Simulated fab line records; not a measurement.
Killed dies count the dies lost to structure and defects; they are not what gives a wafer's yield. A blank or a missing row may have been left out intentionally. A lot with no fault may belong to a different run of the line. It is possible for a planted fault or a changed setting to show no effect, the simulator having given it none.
A struck lot beside a sound one	flow sky130	16 out of 708 route steps
Sound: wafers L387.2, L387.3, L387.5. Struck: wafer L401.3 (L401.4, L401.5, from the same lot, were not struck and are left out); the cause is given at the end.
Each step with rows lists, per side, the tool, then ch with its chambers, then its first start. Under that, the readings that differ: sound wafers	struck wafers	difference of the means	sigmas: that difference in standard deviations of wafers without a fault.
alike: same words and numbers on both sides, and readings whose means sit less than 2 such deviations apart. not compared: any withheld reading, any reading some wafer has no value for, any bound like >300 that may hide the same value, and any number with overlapping values for which the record gives no deviation.
The two part at a step that has a row with sigmas, a row that says differs or no value, or rows on one side only. Numbers that have no deviation but don't overlap get no sigmas and don't part them. Lack of a reading on every wafer of one side parts them only where that side has two or more wafers.

SKY_POLY_GATE_THK_MEAS_04:
  sound: filmMetro-01 at day 15 21:40; struck: filmMetro-01 at day 21 00:52
  alike: POLY_GATE_CVD_03_THK
then, 8 steps without rows for these wafers: SKY_POLY_GATE_DEHYDRATE_05 (time 60 s); SKY_POLY_GATE_HMDS_06 (prime time 60 s); SKY_POLY_GATE_COAT_07 (resist thk 110 nm); SKY_POLY_GATE_COAT_08 (resist thk 450 nm); SKY_POLY_GATE_SOFTBAKE_09 (time 90 s); SKY_POLY_GATE_EXPOSE_10 (exposes mask P1M, target cd 150 nm); SKY_POLY_GATE_PEB_11; SKY_POLY_GATE_DEVELOP_12 (develop time 60 s).
SKY_POLY_GATE_CD_MEAS_13: target cd 150 nm.
  sound: cdSem-01 at day 17 02:11; struck: cdSem-01 at day 22 07:42
  alike: cdNm
SKY_POLY_GATE_OVL_MEAS_14:
  sound: overlay-01 at day 17 02:17; struck: overlay-02 at day 22 07:48
reading	sound	struck	difference	sigmas
POLY_GATE_OVL (nm)	3 -5 -13	5	+10	+2
SKY_POLY_GATE_ETCH_15: etches BARC in N2/H2, stops on SiO2, time 118.5 s, target depth 110 nm.
  sound on rieDiel-03 ch 0,1,3, day 17 02:19; struck on rieDiel-04 ch 1, day 22 07:49
  alike: drypumpMotorCurrentA, oesProductAu, runLengthS, throttleValvePct
  not compared: rfHoursCounterH
SKY_POLY_GATE_ETCH_16: etches Si3N4 in CH3F/O2, stops on poly-Si, time 147.5 s, target depth 75 nm.
  sound on rieDiel-03 ch 0,1,3, day 17 02:24; struck on rieDiel-04 ch 1, day 22 07:54
reading	sound	struck	difference	sigmas
oesProductAu (a.u.)	0.648 0.637 0.638	0.675	+0.034	+7
runLengthS (s)	175.8 176.0 177.0	164.8	-11.5	-28
model.KrF-thick_of_POLY_GATE_COAT_08.thkNm (nm)	234 232.9 232	239.8	+6.8	
  alike: drypumpMotorCurrentA, throttleValvePct
  not compared: rfHoursCounterH
SKY_POLY_GATE_ETCH_17: etches poly-Si in HBr/Cl2, stops on SiO2, target depth 180 nm, time 70.5 s.
  sound on rieSi-02 ch 1,3, day 17 02:30; struck on rieSi-02 ch 3, day 22 08:00
reading	sound	struck	difference	sigmas
model.KrF-thick_of_POLY_GATE_COAT_08.thkNm (nm)	140.5 139.5 138.1	145.5	+6.1	
  alike: drypumpMotorCurrentA, oesProductAu, runLengthS, throttleValvePct
  not compared: rfHoursCounterH
SKY_POLY_GATE_STRIP_18: strips in O2/N2.
  sound on plasmaAsher-04 ch 0,1, day 17 02:34; struck on plasmaAsher-04 ch 1, day 22 08:05
  alike: drypumpMotorCurrentA, oesProductAu, stripTimeToEndpointS
  not compared: rfHoursCounterH
-- here the record skips 28 days between the struck wafers' starts before and after, leaving off in module POLY_GATE and picking up in module PAD_OPEN (first step shown: number 708 of the route) --
SKY_PAD_OPEN_PROBE_99:
  sound: prober-01 at day 46 12:19; struck: prober-01 at day 50 02:15
reading	sound	struck	difference	sigmas
killed_at_M0_to_M3	32 32 33	52	+20	+3
killedAtContacts	21 31 26	14	-12	-2
  alike: killed_at_M4_up, killedAtFrontEnd, killedAtOther, killedDies, killedOnRim, killedOpen, killedShort

== WHERE THEY PART ==
Last at SKY_PAD_OPEN_PROBE_99 as far as this record goes, first at SKY_POLY_GATE_OVL_MEAS_14.

WHY: what the simulator had put in
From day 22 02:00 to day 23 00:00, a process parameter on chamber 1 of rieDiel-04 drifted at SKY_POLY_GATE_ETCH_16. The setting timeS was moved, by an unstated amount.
